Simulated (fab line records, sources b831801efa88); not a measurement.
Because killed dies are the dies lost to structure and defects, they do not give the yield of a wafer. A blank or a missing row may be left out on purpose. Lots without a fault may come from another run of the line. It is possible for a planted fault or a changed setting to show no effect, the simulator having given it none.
fab line records	flow sky130
record lots=6	wafers=18	last-day=50
route steps=708 shown LDD_N@252 LDD_P@255 LDD_HVN@267 PAD_OPEN@708
lots with no fault: from the same line, run without faults
start-h: hours from the record's first day to the start of the lot's first wafer shown	wait-h: how many hours have passed since the lot's step before this one	" the same as in the row above	L1.1+2: a row that stands for several wafers	- either no value or no given start	* or withheld: withheld	< > ~ a bound
route shown NAME@n: a module of which the file shows steps, and the number in the route of the first	usual: mean/standard deviation of fault-free wafers	same: alike in all rows	chamber/n: place in a boat	sites: each site's reading	_std_site: their standard deviation	_edge_site: the outer-site mean with the inner-site mean subtracted	radius-mm: how far each site lies from the wafer's centre	mask NAME#n: copy n	behind: the most recent tool/chamber to have shaped the wafer	hold: the reason the lot was held/the length of the hold in hours/how it ended	device: which transistor (n, p or np) failed to switch	end of line: at the end of the route, the tests of the same wafers	a step with no rows: only its recipe	killed: not the wafer's yield, but the dies lost to structure and defects at the first sort	map: a wafer's dies, marking killed ones x, the rest . and places with no die _
set.NAME: setting as actually run; set.NAME@STEP: the setting as run at that earlier step	model.NAME: the simulator's own value behind a step, which no gauge read
certain route steps with their lots: each step a table, each wafer a row
services: the hour from which a tool's chamber was out of use, counted from the record's first day as start-h (under 0 if before that day), plus the number of hours and why
## steps
# step SKY_LDD_N_IMPLANT_15
# recipe species=BF2	energy-kev=50	dose-cm2=5e+12	tilt-deg=30	rotation-deg=270
# step SKY_LDD_N_STRIP_16
# recipe chemistry=O2/N2	power-w=1400	pressure-mtorr=1500	platen-temp-c=withheld	o2-flow-sccm=3000	n2-flow-sccm=300	overash-fraction=0.5
# usual drypump-motor-current-A=6.2/0.44	n2-flow-sccm=300.1/0.9	oes-product-au=0.410/0.0049	strip-time-to-endpoint-s=4.393/0.014
lot.wafer	tool	chamber	start-h	wait-h	drypump-motor-current-A	n2-flow-sccm	oes-product-au	rf-hours-counter-h	strip-time-to-endpoint-s
L572.2	plasma-asher-03	1	405.79	0.1	6.4	298.9	0.406	71	4.371
L572.4	"	1	"	"	6.4	299.8	0.408	-	4.372
L572.5	"	0	"	"	5.7	300.8	0.405	-	4.380
L578.3	plasma-asher-01	0	466.74	0.1	6.7	301.2	0.416	-	4.391
L578.4	"	1	"	"	6.4	301.3	0.413	-	4.371
L578.5	"	1	"	"	6.3	300.3	0.409	-	4.376
L579.1	plasma-asher-01	1	471.59	0.1	6.4	299.7	0.415	4	4.391
L579.2	"	0	"	"	6.7	301.0	0.413	4	4.396
L579.6	"	1	"	"	6.4	300.3	0.408	-	4.389
L580.2	plasma-asher-02	1	479.44	0.1	5.4	298.9	0.404	31	4.389
L580.4	"	0	"	"	5.9	300.4	0.411	-	4.393
L580.5	"	0	"	"	6.0	302.3	0.403	-	4.407
L590.1	plasma-asher-03	1	560.49	0.1	6.4	300.7	0.407	86	4.406
L590.5	"	0	"	"	5.7	299.5	0.411	-	4.398
L590.6	"	1	"	"	6.4	299.8	0.413	-	4.403
L594.1	plasma-asher-01	0	599.39	0.1	6.7	299.2	0.400	17	4.386
L594.3	"	0	"	"	6.7	300.7	0.410	-	4.383
L594.5	"	1	"	"	6.4	299.7	0.412	-	4.398
# step SKY_LDD_N_TW_MEAS_17
# usual LDD_N_TW=2590/18
lot.wafer	tool	chamber	start-h	wait-h	LDD_N_TW
L572.2	film-metro-04	-	405.90	0.1	2605
L572.4	"	-	"	"	2594
L572.5	"	-	"	"	2599
L578.3	film-metro-03	-	466.83	0.1	2588
L578.4	"	-	"	"	2570
L578.5	"	-	"	"	2585
L579.1	film-metro-01	-	471.69	0.1	2591
L579.2	"	-	"	"	2579
L579.6	"	-	"	"	2599
L580.2	film-metro-03	-	479.55	0.1	2577
L580.4	"	-	"	"	2575
L580.5	"	-	"	"	2594
L590.1	film-metro-03	-	560.59	0.1	2594
L590.5	"	-	"	"	2580
L590.6	"	-	"	"	2581
L594.1	film-metro-04	-	599.49	0.1	2601
L594.3	"	-	"	"	2592
L594.5	"	-	"	"	2590
# step SKY_LDD_P_DEHYDRATE_00
# recipe temp-c=200	time-s=60
# step SKY_LDD_P_HMDS_01
# recipe prime-time-s=60	prime-temp-c=120
# step SKY_LDD_P_COAT_02
# recipe resist=NOVOLAK	spin-rpm=3000	resist-thk-nm=1140
# step SKY_LDD_P_SOFTBAKE_03
# recipe temp-c=90	time-s=60	resist=NOVOLAK
# step SKY_LDD_P_EXPOSE_04
# recipe mask-id=PSDM	na=0.6	source-shape=conventional	sigma-outer=0.6	polarization=unpolarized	target-cd-nm=380	dose-mj=138
# step SKY_LDD_P_PEB_05
# recipe temp-c=withheld	time-s=*	resist=NOVOLAK
# step SKY_LDD_P_DEVELOP_06
# recipe resist=NOVOLAK	developer=TMAH	develop-time-s=60	dev-temp-c=23.57
# step SKY_LDD_P_CD_MEAS_07
# recipe target-cd-nm=380
# usual cd-nm=378.5/2.3
lot.wafer	tool	chamber	start-h	wait-h	cd-nm
L572.2	cd-sem-02	-	436.37	0.1	375.5
L572.4	"	-	"	"	378.0
L572.5	"	-	"	"	379.2
L578.3	cd-sem-02	-	498.09	0.1	378.6
L578.4	"	-	"	"	378.9
L578.5	"	-	"	"	377.4
L579.1	cd-sem-02	-	502.16	0.1	377.9
L579.2	"	-	"	"	377.9
L579.6	"	-	"	"	378.9
L580.2	cd-sem-01	-	510.47	0.1	378.9
L580.4	"	-	"	"	379.2
L580.5	"	-	"	"	381.6
L590.1	cd-sem-02	-	590.78	0.1	378.7
L590.5	"	-	"	"	378.2
L590.6	"	-	"	"	379.0
L594.1	cd-sem-02	-	628.25	0.1	381.7
L594.3	"	-	"	"	381.8
L594.5	"	-	"	"	380.9
# step SKY_LDD_P_OVL_MEAS_08
# usual LDD_P_OVL=-1.4/1.5
lot.wafer	tool	chamber	start-h	wait-h	LDD_P_OVL[nm]
L572.2	overlay-02	-	436.48	0.1	-2.2
L572.4	"	-	"	"	-1.9
L572.5	"	-	"	"	-2.6
L578.3	overlay-02	-	498.18	0.1	-0.8
L578.4	"	-	"	"	-0.9
L578.5	"	-	"	"	-1.3
L579.1	overlay-01	-	502.28	0.1	-1.0
L579.2	"	-	"	"	-2.6
L579.6	"	-	"	"	-3.2
L580.2	overlay-02	-	510.58	0.1	-4.1
L580.4	"	-	"	"	-3.2
L580.5	"	-	"	"	-3.4
L590.1	overlay-02	-	590.90	0.1	-0.3
L590.5	"	-	"	"	0.4
L590.6	"	-	"	"	-0.9
L594.1	overlay-02	-	628.37	0.1	-1.1
L594.3	"	-	"	"	-1.3
L594.5	"	-	"	"	-0.1
# step SKY_LDD_P_IMPLANT_09
# recipe species=BF2	energy-kev=25	dose-cm2=1e+13	tilt-deg=withheld
# usual dose-ions-cm2=9.998e+12/1.2e+10	faraday-current-uA=56.5/1.1
lot.wafer	tool	chamber	start-h	wait-h	dose-ions-cm2	faraday-current-uA
L572.2	implanter-04	0	436.53	0.0	1.0007e+13	55.7
L572.4	"	0	"	"	1.0004e+13	57.2
L572.5	"	0	"	"	1.0003e+13	58.5
L578.3	implanter-04	0	498.26	0.1	9.128e+12	51.4
L578.4	"	0	"	"	9.127e+12	50.9
L578.5	"	0	"	"	9.155e+12	51.0
L579.1	implanter-04	0	502.31	0.0	9.122e+12	50.2
L579.2	"	0	"	"	9.13e+12	50.3
L579.6	"	0	"	"	9.114e+12	53.7
L580.2	implanter-01	0	510.63	0.0	9.997e+12	55.4
L580.4	"	0	"	"	1.0024e+13	57.0
L580.5	"	0	"	"	1.0008e+13	57.2
L590.1	implanter-01	0	590.94	0.0	1.0003e+13	58.5
L590.5	"	0	"	"	9.993e+12	56.6
L590.6	"	0	"	"	1.0004e+13	56.2
L594.1	implanter-01	0	628.41	0.0	1.001e+13	56.3
L594.3	"	0	"	"	9.993e+12	55.8
L594.5	"	0	"	"	1.0001e+13	56.6
# step SKY_LDD_P_STRIP_10
# recipe chemistry=O2/N2	power-w=1400	pressure-mtorr=1500	platen-temp-c=withheld	o2-flow-sccm=3000	n2-flow-sccm=300	overash-fraction=0.5
# usual drypump-motor-current-A=6.0/0.37	n2-flow-sccm=300.0/0.78	oes-product-au=0.716/0.0044	strip-time-to-endpoint-s=14.19/0.041
lot.wafer	tool	chamber	start-h	wait-h	drypump-motor-current-A	n2-flow-sccm	oes-product-au	rf-hours-counter-h	strip-time-to-endpoint-s
L572.2	plasma-asher-04	1	436.66	0.1	5.8	300.9	0.711	61	14.21
L572.4	"	1	"	"	5.8	301.0	0.712	-	14.22
L572.5	"	0	"	"	6.4	300.6	0.711	-	14.26
L578.3	plasma-asher-02	1	498.39	0.1	5.4	300.9	0.717	-	14.14
L578.4	"	0	"	"	6.0	300.3	0.719	-	14.15
L578.5	"	0	"	"	6.0	299.8	0.708	-	14.18
L579.1	plasma-asher-03	0	502.46	0.1	5.6	299.9	0.715	81	14.25
L579.2	"	1	"	"	6.4	298.8	0.715	81	14.22
L579.6	"	0	"	"	5.7	300.3	0.721	-	14.18
L580.2	plasma-asher-03	1	510.76	0.1	6.4	299.5	0.722	82	14.22
L580.4	"	0	"	"	5.6	299.6	0.718	-	14.20
L580.5	"	1	"	"	6.4	300.0	0.719	-	14.18
L590.1	plasma-asher-02	0	591.09	0.1	6.0	299.7	0.717	42	14.23
L590.5	"	1	"	"	5.4	299.8	0.715	-	14.23
L590.6	"	0	"	"	6.0	301.1	0.722	-	14.23
L594.1	plasma-asher-03	1	628.56	0.1	6.4	301.2	0.722	93	14.22
L594.3	"	0	"	"	5.7	301.8	0.711	-	14.22
L594.5	"	1	"	"	6.4	300.6	0.712	-	14.22
# step SKY_LDD_P_TW_MEAS_11
# usual LDD_P_TW=636/3.3
lot.wafer	tool	chamber	start-h	wait-h	LDD_P_TW
L572.2	film-metro-03	-	436.77	0.1	638
L572.4	"	-	"	"	641
L572.5	"	-	"	"	639
L578.3	film-metro-01	-	498.48	0.1	615
L578.4	"	-	"	"	617
L578.5	"	-	"	"	618
L579.1	film-metro-03	-	502.56	0.1	614
L579.2	"	-	"	"	619
L579.6	"	-	"	"	618
L580.2	film-metro-02	-	510.87	0.1	639
L580.4	"	-	"	"	638
L580.5	"	-	"	"	640
L590.1	film-metro-01	-	591.19	0.1	633
L590.5	"	-	"	"	635
L590.6	"	-	"	"	628
L594.1	film-metro-03	-	628.66	0.1	635
L594.3	"	-	"	"	636
L594.5	"	-	"	"	635
# step SKY_LDD_HVN_DEHYDRATE_00
# recipe temp-c=200	time-s=60
# step SKY_PAD_OPEN_PROBE_99
# usual killed_at_M0_to_M3=44/6.8	killed_at_M4_up=2.9/1.7	killed-at-contacts=24/5.2	killed-at-front-end=15/4	killed-at-other=0.2/0.44	killed-dies=86/9.9	killed-open=47/7.9	killed-short=39/6.3
# same gross-dies=492	killed-at-back-side=0
lot.wafer	tool	chamber	start-h	wait-h	killed_at_M0_to_M3	killed_at_M4_up	killed-at-contacts	killed-at-front-end	killed-at-other	killed-dies	killed-open	killed-short	model.etest.tip-p.rs-ohm-sq
L572.2	prober-01	-	1082.53	0.1	41	1	18	19	0	79	41	36	6940
L572.4	prober-01	-	1082.63	0.2	45	2	25	22	0	94	52	34	6857
L572.5	prober-01	-	1082.68	0.2	53	3	23	18	0	97	49	48	6912
L578.3	prober-01	-	1119.83	0.2	38	1	24	14	0	77	47	30	7403
L578.4	prober-01	-	1119.88	0.2	45	1	25	11	0	82	44	38	7365
L578.5	prober-01	-	1119.93	0.2	45	3	26	12	0	86	50	35	7367
L579.1	prober-02	-	1123.36	0.1	43	2	25	13	0	83	40	43	7571
L579.2	prober-02	-	1123.41	0.1	50	3	23	15	0	91	49	41	7579
L579.6	prober-02	-	1123.61	0.2	43	1	17	14	0	75	41	34	7637
L580.2	prober-01	-	1127.60	0.1	45	2	22	9	2	80	42	38	6980
L580.4	prober-01	-	1127.70	0.2	40	1	17	15	2	75	41	34	6973
L580.5	prober-01	-	1127.75	0.2	38	3	15	16	0	72	39	33	6921
L590.1	prober-01	-	1178.43	0.1	52	2	25	15	1	95	48	46	7017
L590.5	prober-01	-	1178.63	0.2	43	0	22	15	0	80	37	43	6922
L590.6	prober-01	-	1178.68	0.2	33	5	21	10	0	69	41	28	7015
L594.1	prober-01	-	1198.24	0.1	55	4	27	10	0	96	59	37	6844
L594.3	prober-01	-	1198.34	0.2	37	3	24	17	0	81	47	34	6800
L594.5	prober-01	-	1198.44	0.2	50	4	22	15	0	91	57	34	6796
# killed by level:class
L572.2 VIA1:geometric-particle:open=10 VIA1:geometric-particle:short=7 LI_CONTACT:geometric-particle:open=6 CONTACT:geometric-particle:open=6 VIA3:geometric-particle:open=6 METAL1:geometric-particle:short=5 VIA2:geometric-particle:open=5 FIELD_ISO:geometric-particle:open=4
L572.4 VIA1:geometric-particle:open=14 CONTACT:geometric-particle:open=10 CONTACT:geometric-particle:short=6 VIA1:geometric-particle:short=6 LI_CONTACT:geometric-particle:open=5 METAL2:geometric-particle:open=5 SD_N:coat-microbubble-printed=5 FIELD_ISO:geometric-particle:open=4
L572.5 VIA1:geometric-particle:open=12 METAL1:geometric-particle:short=8 LI_CONTACT:geometric-particle:open=7 METAL2:geometric-particle:short=7 CONTACT:geometric-particle:open=6 VIA3:geometric-particle:open=6 CONTACT:geometric-particle:short=5 FIELD_ISO:geometric-particle:open=4
L578.3 VIA1:geometric-particle:open=13 CONTACT:geometric-particle:open=12 FIELD_ISO:geometric-particle:open=8 METAL1:geometric-particle:short=7 FIELD_ISO:geometric-particle:short=4 LI_CONTACT:geometric-particle:open=4 CONTACT:geometric-particle:short=4 VIA1:geometric-particle:short=3
L578.4 VIA1:geometric-particle:open=10 LI_CONTACT:geometric-particle:open=8 CONTACT:geometric-particle:open=8 METAL1:geometric-particle:short=5 VIA1:geometric-particle:short=5 METAL2:geometric-particle:short=5 VIA2:geometric-particle:open=5 METAL3:geometric-particle:short=4
L578.5 VIA1:geometric-particle:open=13 CONTACT:geometric-particle:open=11 VIA3:geometric-particle:open=9 LI_CONTACT:geometric-particle:open=6 METAL1:geometric-particle:short=5 VIA1:geometric-particle:short=5 FIELD_ISO:geometric-particle:open=4 METAL2:geometric-particle:short=4
L579.1 METAL1:geometric-particle:short=9 VIA1:geometric-particle:open=9 CONTACT:geometric-particle:open=8 CONTACT:geometric-particle:short=7 VIA3:geometric-particle:open=7 VIA1:geometric-particle:short=6 FIELD_ISO:geometric-particle:open=5 FIELD_ISO:geometric-particle:short=4
L579.2 CONTACT:geometric-particle:open=13 VIA3:geometric-particle:open=12 METAL1:geometric-particle:short=8 FIELD_ISO:geometric-particle:open=6 VIA1:geometric-particle:open=6 VIA1:geometric-particle:short=5 METAL2:geometric-particle:short=5 LOCAL_INTERCONNECT:geometric-particle:short=4
L579.6 VIA1:geometric-particle:open=14 CONTACT:geometric-particle:open=7 FIELD_ISO:geometric-particle:short=6 METAL2:geometric-particle:short=6 VIA1:geometric-particle:short=5 FIELD_ISO:geometric-particle:open=3 LI_CONTACT:geometric-particle:short=3 LI_CONTACT:geometric-particle:open=3
L580.2 VIA1:geometric-particle:open=8 VIA2:geometric-particle:open=8 VIA3:geometric-particle:open=8 CONTACT:geometric-particle:open=7 LOCAL_INTERCONNECT:geometric-particle:short=6 CONTACT:geometric-particle:short=4 METAL1:geometric-particle:short=4 VIA1:geometric-particle:short=4
L580.4 VIA1:geometric-particle:open=11 FIELD_ISO:geometric-particle:open=6 LI_CONTACT:geometric-particle:open=6 VIA1:geometric-particle:short=5 VIA2:geometric-particle:open=5 VIA3:geometric-particle:short=5 CONTACT:geometric-particle:short=4 VIA3:geometric-particle:open=4
L580.5 VIA3:geometric-particle:open=10 CONTACT:geometric-particle:open=7 METAL2:geometric-particle:short=6 VIA1:geometric-particle:open=5 POLY_GATE:geometric-particle:open=4 SPACER:geometric-particle:short=4 CONTACT:geometric-particle:short=3 LOCAL_INTERCONNECT:geometric-particle:open=3
L590.1 METAL2:geometric-particle:short=9 FIELD_ISO:geometric-particle:open=8 VIA1:geometric-particle:open=8 VIA1:geometric-particle:short=8 CONTACT:geometric-particle:open=7 CONTACT:geometric-particle:short=6 VIA2:geometric-particle:open=6 LI_CONTACT:geometric-particle:open=5
L590.5 VIA1:geometric-particle:open=11 VIA1:geometric-particle:short=7 METAL2:geometric-particle:short=6 VIA3:geometric-particle:open=6 FIELD_ISO:geometric-particle:short=5 CONTACT:geometric-particle:short=5 CONTACT:geometric-particle:open=5 METAL3:geometric-particle:short=5
L590.6 VIA1:geometric-particle:open=10 CONTACT:geometric-particle:open=7 LI_CONTACT:geometric-particle:open=5 FIELD_ISO:geometric-particle:open=4 METAL1:geometric-particle:short=4 CONTACT:geometric-particle:short=4 LOCAL_INTERCONNECT:geometric-particle:short=3 VIA1:geometric-particle:short=3
L594.1 VIA1:geometric-particle:open=15 VIA3:geometric-particle:open=10 LI_CONTACT:geometric-particle:open=9 VIA2:geometric-particle:open=8 CONTACT:geometric-particle:open=6 CONTACT:geometric-particle:short=6 METAL1:geometric-particle:short=6 FIELD_ISO:geometric-particle:open=5
L594.3 VIA2:geometric-particle:open=10 LI_CONTACT:geometric-particle:open=8 POLY_GATE:geometric-particle:open=6 VIA1:geometric-particle:open=6 FIELD_ISO:geometric-particle:short=5 CONTACT:geometric-particle:open=5 CONTACT:geometric-particle:short=5 VIA3:geometric-particle:open=5
L594.5 VIA1:geometric-particle:open=14 CONTACT:geometric-particle:open=10 POLY_GATE:geometric-particle:open=8 VIA3:geometric-particle:open=7 LI_CONTACT:geometric-particle:open=6 VIA1:geometric-particle:short=6 VIA2:geometric-particle:open=6 METAL2:geometric-particle:short=4
## services
tool	chamber	start-h	hours	kind
implanter-04	-	407.37	2.8	repair
implanter-01	-	409.86	3.3	repair
plasma-asher-03	-	416.80	2.8	pm
plasma-asher-01	-	421.33	9.0	pm
plasma-asher-01	0	421.33	9.0	vent-cycle
plasma-asher-01	1	421.33	9.0	vent-cycle
implanter-04	-	427.66	2.7	repair
plasma-asher-01	0	430.33	-	clean
plasma-asher-01	1	430.33	-	clean
plasma-asher-02	-	460.86	2.0	repair
plasma-asher-01	-	475.39	5.9	repair
plasma-asher-03	-	479.09	0.7	repair
plasma-asher-02	-	485.50	0.8	repair
plasma-asher-03	-	498.32	3.3	repair
implanter-04	-	507.27	3.5	repair
plasma-asher-02	-	529.83	2.2	repair
implanter-04	-	541.09	4.4	pm
plasma-asher-04	-	553.02	4.3	pm
implanter-01	-	593.28	2.6	repair
plasma-asher-02	-	626.74	6.2	repair
## key
first-sign step=SKY_LDD_P_IMPLANT_09	reading=dose-ions-cm2	direction=down	sigmas=73	usual=*	struck=*
effect step=SKY_LDD_P_IMPLANT_09	reading=faraday-current-uA	direction=down	sigmas=4.7	usual=56.5	struck=51.3
effect step=SKY_LDD_P_TW_MEAS_11	reading=LDD_P_TW	direction=down	sigmas=5.9	usual=636	struck=617
model-effect step=SKY_PAD_OPEN_PROBE_99	value=etest.tip-p.rs-ohm-sq	without=6935	struck=7487
met-at SKY_LDD_P_IMPLANT_09
struck-wafers L578.3,L578.4,L578.5,L579.1,L579.2,L579.6
tester-left-out L578,L579
onset-between 436.53 498.26
fault kind=process-parameter-drift	tool=implanter-04	chamber=-	onset-h=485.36	steps=SKY_LDD_P_IMPLANT_09	channel=dose-cm2	offset=*	shape=step	end-h=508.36	acts-in=*	stated=*
# tester-left-out: of these lots the tester's yield and bins aren't shown, on N5 and GAA mostly nor the transistor test; their killed dies are dies lost to structure and defects alone, not to doping, threshold or leakage, so they don't give the yield
